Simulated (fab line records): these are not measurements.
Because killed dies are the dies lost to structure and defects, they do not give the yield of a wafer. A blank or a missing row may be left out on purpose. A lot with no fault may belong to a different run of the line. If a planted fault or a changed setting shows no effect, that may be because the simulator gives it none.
A struck lot beside a sound one -- flow sky130 -- 31 out of 708 route steps
Sound: the wafers L594.1, L594.5, L594.6. Struck: wafer L603.1. (L603.2 of the same lot was not struck and is left out.) The cause comes at the end.
Per side, at each step with rows, come the tool, then ch with its chambers, and then its first start. Under that, the readings that differ: sound wafers -- struck wafers -- difference of the means -- sigmas: that difference in standard deviations of wafers without a fault.
alike: readings with means less than 2 such deviations apart, plus words and numbers identical on both sides. not compared: withheld readings, readings lacking a value on some wafer, bounds such as >300 that could conceal the same value, and numbers that have no deviation in the record and whose values overlap.
Wherever a step has rows on one side only, a row that says differs or no value, or a row with sigmas, the two part there. When numbers do not overlap yet have no deviation, they are printed without sigmas and do not part them. A reading that every wafer of one side lacks parts them only if that side has two wafers or more.

first, 1 step without rows for these wafers: SKY_VIA1_ETCH_15 (etches SiO2 in C4F8/O2/Ar, stops on TiN, target depth 351 nm, time 54 s).
SKY_VIA1_STRIP_16: strips in O2/N2.
  sound on plasma-asher-03 ch 0,1, day 34 09:46; struck on plasma-asher-03 ch 0, day 37 19:04
  alike: drypump-motor-current-A, o2-flow-sccm, oes-product-au, strip-time-to-endpoint-s
  not compared: rf-hours-counter-h
then, 5 steps without rows for these wafers: SKY_VIA1_STRIP_17 (strips in post etch residue remover, time 1200 s); SKY_VIA1_CLEAN_18 (cleans in IPA, time 180 s); SKY_VIA1_CLEAN_19 (cleans in O3/DIW); SKY_VIA1_SPUTTER_20 (material TiN, target thk 20 nm, time 80 s); SKY_VIA1_CVD_21 (deposits W, target thk 270 nm, time 80.902 s).
SKY_VIA1_RS_MEAS_22: measurement is done with a four-point probe.
  sound on film-metro-04 at day 34 10:31; struck on film-metro-02 at day 37 19:50
  alike: VIA1_W_RS
SKY_VIA1_THK_MEAS_23: measures by xrf.
  sound on film-metro-04 at day 34 10:38; struck on film-metro-02 at day 37 19:57
  alike: VIA1_W_THK
SKY_VIA1_CMP_24: polishes, stops on SiO2, t overpolish 15 s, target thk 0 nm.
  sound on cmp-02 ch 2,3, day 34 10:44; struck on cmp-01 ch 3, day 37 20:07
reading,sound,struck,difference,sigmas
motor-current-A (A),10.6 9.9 10.7,14.7,+4.3,+3
  alike: edge-zone-pressure-frac, overpolish-run-s, retaining-ring-pressure-frac, time-to-endpoint-s
then, 1 step without rows for these wafers: SKY_METAL2_SPUTTER_00 (material Ti, target thk 15 nm, time 10 s).
SKY_METAL2_SPUTTER_01: material TiN, target thk 20 nm, time 16.7 s.
  sound on pvd-sputter-04 at day 34 11:01; struck on pvd-sputter-02 at day 37 20:20
  alike: throttle-valve-pct
SKY_METAL2_SPUTTER_02: material AlCu, target thk 250 nm, time 13.3 s.
  sound on pvd-sputter-04 at day 34 11:02; struck on pvd-sputter-02 at day 37 20:22
reading,sound,struck,difference,sigmas
model.AlCu_of_METAL2_SPUTTER_02.thk-nm (nm),252.2 253.1 249.7,406.3,+154.6,
  alike: throttle-valve-pct
SKY_METAL2_SPUTTER_03: material Ti, target thk 5 nm, time 3.3 s.
  sound on pvd-sputter-04 at day 34 11:04; struck on pvd-sputter-02 at day 37 20:23
  alike: throttle-valve-pct
SKY_METAL2_SPUTTER_04: material TiN, target thk 70 nm, time 58.3 s.
  sound on pvd-sputter-04 at day 34 11:05; struck on pvd-sputter-02 at day 37 20:24
  alike: throttle-valve-pct
SKY_METAL2_RS_MEAS_05: measurement is done with a four-point probe.
  sound on film-metro-01 at day 34 11:07; struck on film-metro-01 at day 37 20:27
reading,sound,struck,difference,sigmas
METAL2_ALCU_RS (ohm/sq),0.1253 0.1250 0.1270,0.0772,-0.0486,-32
SKY_METAL2_THK_MEAS_06: measures by xrf.
  sound on film-metro-01 at day 34 11:14; struck on film-metro-01 at day 37 20:34
reading,sound,struck,difference,sigmas
METAL2_ALCU_THK (nm),256 257 254,412,+156,+50
then, 8 steps without rows for these wafers: SKY_METAL2_DEHYDRATE_07 (time 60 s); SKY_METAL2_HMDS_08 (prime time 60 s); SKY_METAL2_COAT_09 (resist thk 60 nm); SKY_METAL2_COAT_10 (resist thk 450 nm); SKY_METAL2_SOFTBAKE_11 (time 90 s); SKY_METAL2_EXPOSE_12 (exposes mask MM2, target cd 140 nm); SKY_METAL2_PEB_13; SKY_METAL2_DEVELOP_14 (develop time 60 s).
SKY_METAL2_CD_MEAS_15: target cd 140 nm.
  sound on cd-sem-02 at day 35 14:10; struck on cd-sem-01 at day 38 23:04
  alike: cd-nm
SKY_METAL2_OVL_MEAS_16:
  sound on overlay-01 at day 35 14:17; struck on overlay-01 at day 38 23:11
  alike: METAL2_OVL
then, 2 steps without rows for these wafers: SKY_METAL2_DESCUM_17 (chemistry O2, time 8 s); SKY_METAL2_ETCH_18 (etches BARC in N2/H2, stops on SiO2, time 45.9 s, target depth 60 nm).
SKY_METAL2_METAL_ETCH_19: etches the open film in Cl2/BCl3, stops on SiO2, target depth 360 nm, time 78 s.
  sound on rie-metal-03 ch 0,1, day 35 14:25; struck on rie-metal-03 ch 1, day 38 23:19
reading,sound,struck,difference,sigmas
oes-product-au (a.u.),0.858 0.853 0.857,0.993,+0.137,+23
  alike: drypump-motor-current-A, rf-fwd-power-W, throttle-valve-pct
  not compared: rf-hours-counter-h
then, 1 step without rows for these wafers: SKY_METAL2_STRIP_20 (strips in O2/N2).

== WHERE THEY PART ==
First at SKY_VIA1_CMP_24; last, within this record, at SKY_METAL2_METAL_ETCH_19.

WHY: whatever the simulator had introduced
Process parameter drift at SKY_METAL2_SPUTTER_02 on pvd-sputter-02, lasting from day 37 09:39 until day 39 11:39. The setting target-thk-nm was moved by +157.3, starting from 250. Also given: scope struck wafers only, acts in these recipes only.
